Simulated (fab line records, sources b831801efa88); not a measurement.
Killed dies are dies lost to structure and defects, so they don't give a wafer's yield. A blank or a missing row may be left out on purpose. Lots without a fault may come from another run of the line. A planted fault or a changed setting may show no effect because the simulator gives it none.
Which tool did it? | flow gf180mcu | 6 lots, 18 wafers sampled, at 3 steps of a route of 602

WHAT THE GAUGES READ, wafer by wafer
GF_V5_THK_MEAS_01.
lot  | measured     | on            | V5_CVD_00_THK (nm)
L111 | day 26 12:22 | film_metro-04 | 297 300 294
L118 | day 29 01:34 | film_metro-04 | 298 298 302
L124 | day 30 15:08 | film_metro-02 | 292 298 292
L127 | day 31 06:53 | film_metro-01 | 289 294 296
L130 | day 32 02:19 | film_metro-04 | 305 300 302
L133 | day 32 17:12 | film_metro-01 | 300 300 303

WHICH TOOL RAN EACH LOT (tool, then ch and the chambers of the sampled wafers, then the start)
lot  | GF_MIM_STRIP_20                      | GF_M5_ETCH_09
L111 | plasma_asher-04 ch 0,1, day 25 14:44 | rie_diel-02 ch 0,1,3, day 26 11:36
L118 | plasma_asher-01 ch 0,1, day 28 05:11 | rie_diel-04 ch 1,2, day 29 00:49
L124 | plasma_asher-04 ch 0,1, day 29 19:44 | rie_diel-03 ch 1,2,3, day 30 14:24
L127 | plasma_asher-03 ch 0,1, day 30 12:02 | rie_diel-04 ch 0,2,3, day 31 06:08
L130 | plasma_asher-03 ch 0,1, day 31 08:17 | rie_diel-03 ch 1,2,3, day 32 01:35
L133 | plasma_asher-04 ch 0, day 31 23:44   | rie_diel-03 ch 2,3, day 32 16:23
- GF_MIM_STRIP_20: strips in O2/N2.
- GF_M5_ETCH_09: etches Si3N4 in CF4/O2, target depth 52 nm, time 11.6 s.

THE ANSWER, worked out from the rows above alone
Rule: what is usual is taken from the lots themselves. Put in order of their means at a reading, lots are off if they are a third of the lots or fewer, leave a main group of 4 or more, and stand apart from it by a gap of 3 or more times the standard deviation of the main group's means; of several such gaps the widest counts. A main group whose means are all the same, to the digits that the tables above print for the reading, isn't used. A lot without any number at a reading at which 4 lots or more have one is off too. The other lots that the step has rows for count as sound.
No lot is off at any reading shown: from this, nothing can be told.

WHAT THE SIMULATOR HAD PUT IN
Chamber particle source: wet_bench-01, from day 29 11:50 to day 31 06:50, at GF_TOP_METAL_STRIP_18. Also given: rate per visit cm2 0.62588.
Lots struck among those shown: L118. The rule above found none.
